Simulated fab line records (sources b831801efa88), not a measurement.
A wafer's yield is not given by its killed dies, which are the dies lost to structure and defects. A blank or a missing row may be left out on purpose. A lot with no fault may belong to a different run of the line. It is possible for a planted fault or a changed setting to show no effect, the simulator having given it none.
What tool caused it?	flow gf180mcu	36 wafers from 12 lots sampled at 5 of the route's 602 steps

== WHAT EACH GAUGE READ, for each wafer ==
GF_M3_RS_MEAS_05: measures by four-point-probe.
lot	measured	on	M3_ALCU_RS (ohm/sq)
L075	day 20 17:39	film metro-02	0.0690 0.0700 0.0687
L077	day 21 11:23	film metro-02	0.0691 0.0692 0.0696
L079	day 22 14:22	film metro-01	0.0689 0.0691 0.0686
L081	day 23 11:31	film metro-03	0.0689 0.0696 0.0691
L083	day 23 20:21	film metro-03	0.0701 0.0702 0.0697
L085	day 24 15:35	film metro-02	0.0707 0.0707 0.0716
L087	day 25 03:55	film metro-03	0.0704 0.0698 0.0697
L089	day 26 05:29	film metro-03	0.0680 0.0697 0.0684
L091	day 26 11:21	film metro-01	0.0689 0.0705 0.0691
L093	day 27 02:02	film metro-01	0.0693 0.0686 0.0687
L095	day 27 12:09	film metro-02	0.0698 0.0697 0.0694
L097	day 27 23:39	film metro-03	0.0682 0.0685 0.0684

== WHAT TOOL EACH LOT RAN ON (gives the tool, then ch and the chambers of the sampled wafers, and finally the start) ==
lot	GF_V1_ETCH_16	GF_M2_SPUTTER_03	GF_M2_SPUTTER_04	GF_V2_STRIP_18
L075	rie diel-03 ch 1,3, day 18 13:22	pvd sputter-04, day 18 14:55	pvd sputter-04, day 18 14:56	plasma asher-01 ch 0,1, day 20 16:11
L077	rie diel-03 ch 0,1,2, day 19 06:31	pvd sputter-03, day 19 08:02	pvd sputter-03, day 19 08:03	plasma asher-02 ch 0,1, day 21 09:52
L079	rie diel-04 ch 0,2,3, day 20 10:44	pvd sputter-03, day 20 12:16	pvd sputter-03, day 20 12:17	plasma asher-04 ch 0,1, day 22 12:34
L081	rie diel-01 ch 2,3, day 21 05:40	pvd sputter-03, day 21 07:10	pvd sputter-03, day 21 07:11	plasma asher-04 ch 0,1, day 23 09:38
L083	rie diel-03 ch 0,1,2, day 21 17:19	pvd sputter-03, day 21 18:52	pvd sputter-03, day 21 18:53	plasma asher-01 ch 0,1, day 23 18:53
L085	rie diel-01 ch 1,3, day 22 13:25	pvd sputter-03, day 22 14:58	pvd sputter-03, day 22 14:59	plasma asher-01 ch 1, day 24 13:59
L087	rie diel-04 ch 1,3, day 23 01:37	pvd sputter-04, day 23 03:07	pvd sputter-04, day 23 03:08	plasma asher-02 ch 0,1, day 25 02:25
L089	rie diel-01 ch 0,1, day 24 04:19	pvd sputter-03, day 24 06:02	pvd sputter-03, day 24 06:04	plasma asher-02 ch 0,1, day 26 03:46
L091	rie diel-03 ch 0,2,3, day 24 11:47	pvd sputter-02, day 24 13:17	pvd sputter-02, day 24 13:19	plasma asher-04 ch 0,1, day 26 09:52
L093	rie diel-03 ch 0,2, day 25 03:14	pvd sputter-04, day 25 04:53	pvd sputter-04, day 25 04:55	plasma asher-01 ch 0,1, day 27 00:28
L095	rie diel-04 ch 1,2,3, day 25 13:22	pvd sputter-04, day 25 14:53	pvd sputter-04, day 25 14:55	plasma asher-02 ch 0,1, day 27 10:38
L097	rie diel-01 ch 0,1, day 26 02:05	pvd sputter-02, day 26 03:43	pvd sputter-02, day 26 03:45	plasma asher-01 ch 0,1, day 27 22:11
- GF_V1_ETCH_16: etches BARC in N2/H2.
- GF_M2_SPUTTER_03: material Ti, target thk 10 nm, time 6.7 s.
- GF_M2_SPUTTER_04: material TiN, target thk 50 nm, time 41.7 s.
- GF_V2_STRIP_18: strips in O2/N2.

== THE ANSWER, worked out from the rows above alone ==
Rule: the usual values come from the lots themselves. Put in order of their means at a reading, lots are off if they are a third of the lots or fewer, leave a main group of 4 or more, and stand apart from it by a gap of 3 or more times the standard deviation of the main group's means; of several such gaps the widest counts. Not used: any main group whose means are identical at the precision the tables above print for the reading. A lot without any number at a reading at which 4 lots or more have one is off too. All remaining lots with rows at the step are treated as sound.
Across all readings shown, no lot is off: no conclusion can be drawn from this.

== WHAT THE SIMULATOR HAD INSERTED ==
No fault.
